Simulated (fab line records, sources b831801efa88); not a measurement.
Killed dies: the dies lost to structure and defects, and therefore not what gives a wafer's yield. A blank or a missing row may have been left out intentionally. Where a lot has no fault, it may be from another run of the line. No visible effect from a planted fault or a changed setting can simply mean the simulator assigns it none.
fab line records + flow sky130 + part 2 of 2: steps 26 to 36 of 36
record:
- lots: 5
- wafers: 15
- lastDay: 49
route steps=708 shown FIELD_ISO@24 NWELL@32 DNWELL@35 PWDE@45
lots untouched by any fault: they come from a run of this same line in which no faults occurred
startH: hours from the record's opening day to when the first of the lot's shown wafers began + waitH: hours from the lot's prior step to this one + " same as the row above + L1.1+2: one row covering several wafers at once + - value missing, or start not given + * or withheld: withheld + < > ~ a bound
route shown NAME@n: names a module that has steps shown in the file, with the first one's number in the route + usual: mean/standard deviation taken from wafers without a fault + same: alike in all rows + chamber/n: place in a boat + sites: readings site by site + _std_site: their standard deviation + _edge_site: the outer-site mean with the inner-site mean subtracted + radiusMm: how far each site lies from the wafer's centre + mask NAME#n: copy n + behind: the last tool/chamber to shape the wafer + hold: why the lot was held/for how many hours/how that ended + device: transistor that didn't switch, given as n, p or np + end of line: the tests these same wafers got at the end of their route + where a step has no rows: the recipe by itself + killed: count of dies lost to structure and defects at first sort (not the wafer's yield) + map: a wafer's dies, x killed, . not, _ none there
set.NAME: the setting the step ran with; set.NAME@STEP: the setting that earlier step ran with + model.NAME: the simulator's own value behind a step, which no gauge read
lots seen at some steps along the route; tables by step, rows by wafer
services: when a tool's chamber went out of use (startH, in hours from the record's first day, below 0 if earlier), for how many hours, and the reason
== steps ==
step: SKY_PWDE_EXPOSE_04
recipe:
- maskId: PWDEM
- na: 0.6
- sourceShape: conventional
- sigmaOuter: 0.6
- polarization: unpolarized
- targetCdNm: 840
- doseMj: 214
usual:
- focusOffsetNm: -0.1/0.55
- reticleTempC: 23.00/0.1
| lot.wafer | tool            | chamber | startH | waitH | mask    | focusOffsetNm | reticleTempC |
|-----------|-----------------|---------|--------|-------|---------|---------------|--------------|
| L075.2    | ilineStepper-02 | 0       | -      | -     | PWDEM#0 | -0.3          | 22.87        |
| L075.5    | "               | 0       | "      | "     | PWDEM#0 | -0.4          | 22.93        |
| L075.6    | "               | 0       | "      | "     | PWDEM#0 | 0.1           | 23.00        |
| L081.2    | ilineStepper-01 | 0       | -      | -     | PWDEM#0 | -1.1          | 22.99        |
| L081.3    | "               | 0       | "      | "     | PWDEM#0 | 0.5           | 22.95        |
| L081.6    | "               | 0       | "      | "     | PWDEM#0 | -0.7          | 23.02        |
| L083.1    | ilineStepper-02 | 0       | -      | -     | PWDEM#0 | 1.2           | 23.09        |
| L083.3    | "               | 0       | "      | "     | PWDEM#0 | 0.2           | 23.07        |
| L083.6    | "               | 0       | "      | "     | PWDEM#0 | 0.2           | 23.11        |
| L087.3    | ilineStepper-01 | 0       | -      | -     | PWDEM#0 | -0.1          | 22.94        |
| L087.4    | "               | 0       | "      | "     | PWDEM#0 | 0.1           | 23.05        |
| L087.5    | "               | 0       | "      | "     | PWDEM#0 | -1.5          | 23.08        |
| L095.1    | ilineStepper-02 | 0       | -      | -     | PWDEM#0 | -0.1          | 23.11        |
| L095.4    | "               | 0       | "      | "     | PWDEM#0 | 0.9           | 23.05        |
| L095.5    | "               | 0       | "      | "     | PWDEM#0 | 0.2           | 23.12        |
step: SKY_PWDE_PEB_05
recipe:
- tempC: 115
- timeS: withheld
usual:
- chillPlateTempC: 23.00/0.1
| lot.wafer | tool          | chamber | startH | waitH | chillPlateTempC |
|-----------|---------------|---------|--------|-------|-----------------|
| L075.2    | lithoTrack-04 | 0       | -      | -     | 22.96           |
| L075.5    | "             | 0       | "      | "     | 22.97           |
| L075.6    | "             | 0       | "      | "     | 22.95           |
| L081.2    | lithoTrack-01 | 0       | -      | -     | 22.90           |
| L081.3    | "             | 0       | "      | "     | 22.92           |
| L081.6    | "             | 0       | "      | "     | 22.92           |
| L083.1    | lithoTrack-04 | 0       | -      | -     | 23.13           |
| L083.3    | "             | 0       | "      | "     | 22.97           |
| L083.6    | "             | 0       | "      | "     | 22.91           |
| L087.3    | lithoTrack-03 | 0       | -      | -     | 22.90           |
| L087.4    | "             | 0       | "      | "     | 22.85           |
| L087.5    | "             | 0       | "      | "     | 23.01           |
| L095.1    | lithoTrack-04 | 0       | -      | -     | 23.17           |
| L095.4    | "             | 0       | "      | "     | 23.10           |
| L095.5    | "             | 0       | "      | "     | 23.13           |
step: SKY_PWDE_DEVELOP_06
recipe:
- wallAngleDeg: 90
- developer: TMAH
- developTimeS: 60
- devTempC: 23
usual:
- chillPlateTempC: 23.00/0.12
| lot.wafer | tool          | chamber | startH | waitH | chillPlateTempC |
|-----------|---------------|---------|--------|-------|-----------------|
| L075.2    | lithoTrack-04 | 0       | -      | -     | 23.08           |
| L075.5    | "             | 0       | "      | "     | 23.25           |
| L075.6    | "             | 0       | "      | "     | 23.03           |
| L081.2    | lithoTrack-01 | 0       | -      | -     | 23.31           |
| L081.3    | "             | 0       | "      | "     | 23.18           |
| L081.6    | "             | 0       | "      | "     | 23.15           |
| L083.1    | lithoTrack-04 | 0       | -      | -     | 23.03           |
| L083.3    | "             | 0       | "      | "     | 22.93           |
| L083.6    | "             | 0       | "      | "     | 23.08           |
| L087.3    | lithoTrack-03 | 0       | -      | -     | 23.10           |
| L087.4    | "             | 0       | "      | "     | 22.96           |
| L087.5    | "             | 0       | "      | "     | 23.13           |
| L095.1    | lithoTrack-04 | 0       | -      | -     | 22.90           |
| L095.4    | "             | 0       | "      | "     | 22.90           |
| L095.5    | "             | 0       | "      | "     | 22.93           |
step: SKY_PWDE_OVL_MEAS_07
usual:
- PWDE_OVL: -0.4/1.9
| lot.wafer | tool       | chamber | startH | waitH | PWDE_OVL[nm] |
|-----------|------------|---------|--------|-------|--------------|
| L075.2    | overlay-02 | -       | 71.94  | -     | 0.7          |
| L075.5    | "          | -       | "      | "     | -1.3         |
| L075.6    | "          | -       | "      | "     | 0.1          |
| L081.2    | overlay-01 | -       | 115.19 | -     | -3.7         |
| L081.3    | "          | -       | "      | "     | -5.1         |
| L081.6    | "          | -       | "      | "     | -2.5         |
| L083.1    | overlay-02 | -       | 124.79 | -     | 2.5          |
| L083.3    | "          | -       | "      | "     | -0.5         |
| L083.6    | "          | -       | "      | "     | 1.9          |
| L087.3    | overlay-02 | -       | 141.20 | -     | 0.6          |
| L087.4    | "          | -       | "      | "     | -0.3         |
| L087.5    | "          | -       | "      | "     | -0.8         |
| L095.1    | overlay-02 | -       | 185.74 | -     | 2.3          |
| L095.4    | "          | -       | "      | "     | -0.2         |
| L095.5    | "          | -       | "      | "     | 1.9          |
step: SKY_PWDE_IMPLANT_08
recipe:
- species: B
- energyKev: 150
- doseCm2: 3.6e+12
- tiltDeg: withheld
usual:
- beamOnS: 9.99/0.23
same:
- implantIonAmu: 11
| lot.wafer | tool         | chamber | startH | waitH | beamOnS |
|-----------|--------------|---------|--------|-------|---------|
| L075.2    | implanter-02 | 0       | 72.00  | 0.0   | 9.95    |
| L075.5    | "            | 0       | "      | "     | 9.89    |
| L075.6    | "            | 0       | "      | "     | 9.91    |
| L081.2    | implanter-02 | 0       | 115.25 | 0.0   | 10.32   |
| L081.3    | "            | 0       | "      | "     | 10.27   |
| L081.6    | "            | 0       | "      | "     | 10.16   |
| L083.1    | implanter-02 | 0       | 124.82 | 0.0   | 9.61    |
| L083.3    | "            | 0       | "      | "     | 9.77    |
| L083.6    | "            | 0       | "      | "     | 9.72    |
| L087.3    | implanter-04 | 0       | 141.27 | 0.1   | 10.18   |
| L087.4    | "            | 0       | "      | "     | 10.11   |
| L087.5    | "            | 0       | "      | "     | 9.69    |
| L095.1    | implanter-02 | 0       | 185.77 | 0.0   | 10.23   |
| L095.4    | "            | 0       | "      | "     | 9.89    |
| L095.5    | "            | 0       | "      | "     | 9.91    |
step: SKY_PWDE_STRIP_09
recipe:
- chemistry: O2/N2
- powerW: 1400
- pressureMtorr: 1500
- platenTempC: withheld
- o2FlowSccm: 3000
- n2FlowSccm: 300
- overashFraction: 0.5
usual:
- drypumpMotorCurrentA: 5.6/0.7
- oesProductAu: 0.722/0.0048
- stripTimeToEndpointS: 36.92/0.097
same:
- overashFraction: 0.5
| lot.wafer | tool           | chamber | startH | waitH | drypumpMotorCurrentA | oesProductAu | rfHoursCounterH | stripTimeToEndpointS |
|-----------|----------------|---------|--------|-------|----------------------|--------------|-----------------|----------------------|
| L075.2    | plasmaAsher-01 | 0       | 72.12  | 0.1   | 5.2                  | 0.725        | 40              | 36.86                |
| L075.5    | "              | 1       | "      | "     | 6.2                  | 0.736        | -               | 36.94                |
| L075.6    | "              | 0       | "      | "     | 5.2                  | 0.730        | -               | 36.91                |
| L081.2    | plasmaAsher-04 | 0       | 115.37 | 0.1   | 6.7                  | 0.720        | 42              | 36.81                |
| L081.3    | "              | 0       | "      | "     | 6.7                  | 0.725        | -               | 36.92                |
| L081.6    | "              | 0       | "      | "     | 6.7                  | 0.722        | -               | 36.93                |
| L083.1    | plasmaAsher-01 | 0       | 124.97 | 0.1   | 5.3                  | 0.725        | 1               | 37.08                |
| L083.3    | "              | 0       | "      | "     | 5.2                  | 0.722        | -               | 37.08                |
| L083.6    | "              | 0       | "      | "     | 5.2                  | 0.720        | -               | 37.07                |
| L087.3    | plasmaAsher-04 | 0       | 141.40 | 0.1   | 6.7                  | 0.719        | -               | 36.87                |
| L087.4    | "              | 1       | "      | "     | 4.7                  | 0.725        | -               | 36.81                |
| L087.5    | "              | 1       | "      | "     | 4.7                  | 0.723        | -               | 36.89                |
| L095.1    | plasmaAsher-01 | 1       | 185.92 | 0.1   | 6.2                  | 0.729        | 7               | 36.86                |
| L095.4    | "              | 1       | "      | "     | 6.2                  | 0.721        | -               | 36.88                |
| L095.5    | "              | 0       | "      | "     | 5.2                  | 0.718        | -               | 36.85                |
step: SKY_PWDE_TW_MEAS_10
usual:
- PWDE_TW: 374/5.2
| lot.wafer | tool         | chamber | startH | waitH | PWDE_TW |
|-----------|--------------|---------|--------|-------|---------|
| L075.2    | filmMetro-04 | -       | 72.23  | 0.1   | 368     |
| L075.5    | "            | -       | "      | "     | 367     |
| L075.6    | "            | -       | "      | "     | 368     |
| L081.2    | filmMetro-02 | -       | 115.48 | 0.1   | 373     |
| L081.3    | "            | -       | "      | "     | 373     |
| L081.6    | "            | -       | "      | "     | 371     |
| L083.1    | filmMetro-03 | -       | 125.07 | 0.1   | 378     |
| L083.3    | "            | -       | "      | "     | 377     |
| L083.6    | "            | -       | "      | "     | 378     |
| L087.3    | filmMetro-03 | -       | 141.49 | 0.1   | 382     |
| L087.4    | "            | -       | "      | "     | 381     |
| L087.5    | "            | -       | "      | "     | 382     |
| L095.1    | filmMetro-03 | -       | 186.02 | 0.1   | 380     |
| L095.4    | "            | -       | "      | "     | 381     |
| L095.5    | "            | -       | "      | "     | 382     |
step: SKY_NWELL_DEHYDRATE_03
recipe:
- tempC: 200
- timeS: 60
usual:
- chillPlateTempC: 22.99/0.097
| lot.wafer | tool          | chamber | startH | waitH | chillPlateTempC |
|-----------|---------------|---------|--------|-------|-----------------|
| L075.2    | lithoTrack-03 | 0       | 79.46  | 7.2   | 23.19           |
| L075.5    | "             | 0       | "      | "     | 22.94           |
| L075.6    | "             | 0       | "      | "     | 22.90           |
| L081.2    | lithoTrack-02 | 0       | 123.71 | 8.2   | 23.10           |
| L081.3    | "             | 0       | "      | "     | 23.08           |
| L081.6    | "             | 0       | "      | "     | 22.96           |
| L083.1    | lithoTrack-03 | 0       | 133.83 | 8.8   | 22.97           |
| L083.3    | "             | 0       | "      | "     | 23.08           |
| L083.6    | "             | 0       | "      | "     | 22.97           |
| L087.3    | lithoTrack-02 | 0       | 150.78 | 9.3   | 22.92           |
| L087.4    | "             | 0       | "      | "     | 22.96           |
| L087.5    | "             | 0       | "      | "     | 22.93           |
| L095.1    | lithoTrack-03 | 0       | 196.88 | 10.9  | 23.07           |
| L095.4    | "             | 0       | "      | "     | 22.92           |
| L095.5    | "             | 0       | "      | "     | 23.03           |
step: SKY_NWELL_HMDS_04
recipe:
- primeTimeS: 60
- primeTempC: 120
usual:
- chillPlateTempC: 22.99/0.11
same:
- primeTimeS: 60
| lot.wafer | tool          | chamber | startH | waitH | chillPlateTempC |
|-----------|---------------|---------|--------|-------|-----------------|
| L075.2    | lithoTrack-03 | 0       | 79.61  | 0.1   | 22.95           |
| L075.5    | "             | 0       | "      | "     | 22.93           |
| L075.6    | "             | 0       | "      | "     | 23.08           |
| L081.2    | lithoTrack-02 | 0       | 123.86 | 0.1   | 23.17           |
| L081.3    | "             | 0       | "      | "     | 23.26           |
| L081.6    | "             | 0       | "      | "     | 23.17           |
| L083.1    | lithoTrack-03 | 0       | 133.98 | 0.1   | 22.87           |
| L083.3    | "             | 0       | "      | "     | 23.06           |
| L083.6    | "             | 0       | "      | "     | 22.96           |
| L087.3    | lithoTrack-02 | 0       | 150.93 | 0.1   | 22.74           |
| L087.4    | "             | 0       | "      | "     | 22.76           |
| L087.5    | "             | 0       | "      | "     | 22.83           |
| L095.1    | lithoTrack-03 | 0       | 197.03 | 0.1   | 23.02           |
| L095.4    | "             | 0       | "      | "     | 23.03           |
| L095.5    | "             | 0       | "      | "     | 23.10           |
step: SKY_NWELL_COAT_05
recipe:
- spinRpm: 2000
- resistThkNm: 3000
usual:
- chillPlateTempC: 23.00/0.12
| lot.wafer | tool          | chamber | startH | waitH | chillPlateTempC |
|-----------|---------------|---------|--------|-------|-----------------|
| L075.2    | lithoTrack-03 | 0       | 79.76  | 0.1   | 23.22           |
| L075.5    | "             | 0       | "      | "     | 22.98           |
| L075.6    | "             | 0       | "      | "     | 23.00           |
| L081.2    | lithoTrack-02 | 0       | 124.01 | 0.1   | 23.08           |
| L081.3    | "             | 0       | "      | "     | 23.29           |
| L081.6    | "             | 0       | "      | "     | 23.05           |
| L083.1    | lithoTrack-03 | 0       | 134.13 | 0.1   | 23.11           |
| L083.3    | "             | 0       | "      | "     | 22.95           |
| L083.6    | "             | 0       | "      | "     | 22.91           |
| L087.3    | lithoTrack-02 | 0       | 151.08 | 0.1   | 23.17           |
| L087.4    | "             | 0       | "      | "     | 23.06           |
| L087.5    | "             | 0       | "      | "     | 23.16           |
| L095.1    | lithoTrack-03 | 0       | 197.18 | 0.1   | 23.19           |
| L095.4    | "             | 0       | "      | "     | 23.06           |
| L095.5    | "             | 0       | "      | "     | 23.09           |
step: SKY_NWELL_SOFTBAKE_06
recipe:
- tempC: 110
- timeS: withheld
usual:
- chillPlateTempC: 23.00/0.09
| lot.wafer | tool          | chamber | startH | waitH | chillPlateTempC |
|-----------|---------------|---------|--------|-------|-----------------|
| L075.2    | lithoTrack-03 | 0       | 79.92  | 0.1   | 22.92           |
| L075.5    | "             | 0       | "      | "     | 23.10           |
| L075.6    | "             | 0       | "      | "     | 23.06           |
| L081.2    | lithoTrack-02 | 0       | 124.17 | 0.1   | 22.85           |
| L081.3    | "             | 0       | "      | "     | 22.93           |
| L081.6    | "             | 0       | "      | "     | 23.01           |
| L083.1    | lithoTrack-03 | 0       | 134.28 | 0.1   | 23.01           |
| L083.3    | "             | 0       | "      | "     | 22.94           |
| L083.6    | "             | 0       | "      | "     | 22.84           |
| L087.3    | lithoTrack-02 | 0       | 151.25 | 0.1   | 22.91           |
| L087.4    | "             | 0       | "      | "     | 22.96           |
| L087.5    | "             | 0       | "      | "     | 22.73           |
| L095.1    | lithoTrack-03 | 0       | 197.33 | 0.1   | 23.07           |
| L095.4    | "             | 0       | "      | "     | 22.98           |
| L095.5    | "             | 0       | "      | "     | 23.10           |
== services ==
| tool            | chamber | startH | hours | kind   |
|-----------------|---------|--------|-------|--------|
| ilineStepper-01 | -       | 19.92  | 1.7   | pm     |
| implanter-03    | -       | 26.83  | 1.2   | repair |
| cmp-02          | -       | 44.21  | 4.0   | pm     |
| ilineStepper-02 | -       | 45.84  | 7.6   | repair |
| furnace-02      | -       | 53.03  | 4.0   | pm     |
| ilineStepper-02 | -       | 53.40  | 1.7   | pm     |
| wetBench-04     | -       | 59.50  | 19.3  | repair |
| cmp-02          | -       | 61.98  | 3.2   | repair |
| cmp-02          | -       | 65.19  | 4.0   | pm     |
| hdpcvd-01       | -       | 66.75  | 15.0  | pm     |
| implanter-02    | -       | 82.76  | 2.2   | repair |
| cmp-02          | -       | 92.26  | 7.0   | pm     |
| implanter-02    | -       | 92.35  | 0.8   | repair |
| plasmaAsher-01  | -       | 108.75 | 9.0   | pm     |
| cmp-02          | -       | 121.19 | 11.0  | pm     |
| furnace-02      | -       | 124.81 | 3.9   | pm     |
| wetBench-04     | -       | 145.95 | 1.4   | repair |
| hdpcvd-01       | 1       | 159.34 | 6.1   | repair |
| plasmaAsher-04  | -       | 162.00 | 14.6  | pm     |
| ilineStepper-01 | -       | 171.55 | 4.4   | pm     |
| implanter-03    | -       | 173.05 | 1.2   | repair |
| furnace-02      | -       | 176.74 | 1.3   | repair |
| implanter-03    | -       | 179.59 | 3.1   | repair |
| ilineStepper-02 | -       | 183.94 | 7.2   | repair |
